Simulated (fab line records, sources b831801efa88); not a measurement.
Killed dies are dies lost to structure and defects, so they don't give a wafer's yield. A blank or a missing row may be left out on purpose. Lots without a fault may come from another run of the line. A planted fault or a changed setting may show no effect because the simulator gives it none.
A struck lot beside a sound one | flow sky130 | 18 steps out of a route of 708
Sound: wafers L875.4, L875.5, L875.6. Struck: wafer L870.4. (L870.3, L870.5 of the same lot were not struck and are left out.) The cause comes at the end.
At each step with rows: each side's tool, then ch and its chambers, then its first start. Under that, the readings that differ: sound wafers | struck wafers | difference of the means | sigmas: that difference in standard deviations of wafers without a fault.
alike: readings whose means differ by less than 2 such deviations, and words and numbers that are the same on both sides. not compared: withheld readings, readings that some wafer has no value for, bounds like >300 that may hide the same value, and numbers for which the record gives no deviation and whose values overlap.
The two part at a step that has a row with sigmas, a row that says differs or no value, or rows on one side only. Numbers that don't overlap but have no deviation are shown without sigmas and don't part them. A reading that every wafer of one side lacks parts them only if that side has two wafers or more.

first, 5 steps without rows for these wafers: SKY_VIA4_COAT_06 (resist thk 1140 nm); SKY_VIA4_SOFTBAKE_07 (time 60 s); SKY_VIA4_EXPOSE_08 (exposes mask VIM4, target cd 800 nm); SKY_VIA4_PEB_09; SKY_VIA4_DEVELOP_10 (develop time 60 s).
SKY_VIA4_OVL_MEAS_11:
  sound on overlay-01, day 47 18:41; struck on overlay-02, day 46 11:23
  alike: VIA4_OVL
SKY_VIA4_ETCH_12: etches SiO2 in C4F8/O2/Ar, stops on TiN, target depth 580 nm.
  sound on rie_diel-03 ch 1,2, day 47 18:42; struck on rie_diel-03 ch 0, day 46 11:24
  alike: chamber_pressure_mTorr, oes_product_au
SKY_VIA4_STRIP_13: strips in O2/N2.
  sound on plasma_asher-01 ch 0,1, day 47 18:49; struck on plasma_asher-01 ch 1, day 46 11:31
  alike: chamber_pressure_mTorr, drypump_motor_current_A, oes_product_au, strip_time_to_endpoint_s
  not compared: rf_hours_counter_h
then, 3 steps without rows for these wafers: SKY_VIA4_STRIP_14 (strips in post etch residue remover, time 1200 s); SKY_VIA4_CLEAN_15 (cleans in IPA, time 180 s); SKY_VIA4_CLEAN_16 (cleans in O3/DIW).
SKY_VIA4_SPUTTER_17: material TiN, target thk 20 nm, time 80 s.
  sound on pvd_sputter-02, day 47 19:22; struck on pvd_sputter-03, day 46 12:07
  reading                | sound          | struck | difference | sigmas
  throttle_valve_pct (%) | 30.1 29.6 28.6 | 32.0   | +2.6       | +2
SKY_VIA4_CVD_18: deposits W, target thk 505 nm, time 152.14 s.
  sound on cvd_w-01 ch 0,1, day 47 19:29; struck on cvd_w-02 ch 1, day 46 12:13
  reading                            | sound                | struck | difference | sigmas
  susceptor_temp_C (C)               | 399.50 399.27 399.95 | 400.04 | +0.47      | +2
  model.W_of_VIA4_CVD_18.thk_nm (nm) | 516.9 524.1 508.7    | 873.5  | +356.9     |
  alike: heater_power_w
SKY_VIA4_RS_MEAS_19: measures by four-point-probe.
  sound on film_metro-02, day 47 19:38; struck on film_metro-02, day 46 12:22
  reading            | sound             | struck | difference | sigmas
  VIA4_W_RS (ohm/sq) | 0.221 0.218 0.224 | 0.130  | -0.091     | -21
SKY_VIA4_THK_MEAS_20: measures by xrf.
  sound on film_metro-02, day 47 19:44; struck on film_metro-02, day 46 12:28
  reading         | sound       | struck | difference | sigmas
  VIA4_W_THK (nm) | 505 513 499 | 843    | +337       | +36
SKY_VIA4_CMP_21: polishes, stops on SiO2, t overpolish 25 s, target thk 0 nm.
  sound on cmp-02 ch 0,1,3, day 47 19:55; struck on cmp-01 ch 0, day 46 12:34
  reading                    | sound             | struck | difference | sigmas
  slurry_filter_dp_kPa (kPa) | 13.57 13.40 13.47 | 13.79  | +0.31      | +2
  time_to_endpoint_s (s)     | 120 126 121       | 208    | +86        | +20
  alike: motor_current_A, slurry_flow_ml_min
SKY_METAL5_SPUTTER_00: material Ti, target thk 15 nm, time 10 s.
  sound on pvd_sputter-01, day 47 20:04; struck on pvd_sputter-02, day 46 12:49
  reading                | sound          | struck | difference | sigmas
  throttle_valve_pct (%) | 29.8 29.1 29.9 | 31.5   | +1.9       | +2
-- the record jumps here: 3 days lie between the struck wafers' starts before and after (it left off in module METAL5 and takes up again in module PAD_OPEN, whose first step shown is number 708 of the route) --
SKY_PAD_OPEN_PROBE_99:
  sound on prober-02, day 50 06:49; struck on prober-02, day 49 03:20
  reading         | sound | struck | difference | sigmas
  killed_at_other | 0 0 0 | 2      | +2         | +4
  alike: defect_limited_yield, killed_at_M0_to_M3, killed_at_M4_up, killed_at_contacts, killed_at_front_end, killed_dies, killed_open, killed_short, sort_bin_3_pad_short, sort_bin_5_function, sort_bin_6_memory, sort_n_pass, sort_yield_pct

WHERE THEY PART
First at SKY_VIA4_SPUTTER_17; last, within this record, at SKY_PAD_OPEN_PROBE_99.

WHY: what the simulator had put in
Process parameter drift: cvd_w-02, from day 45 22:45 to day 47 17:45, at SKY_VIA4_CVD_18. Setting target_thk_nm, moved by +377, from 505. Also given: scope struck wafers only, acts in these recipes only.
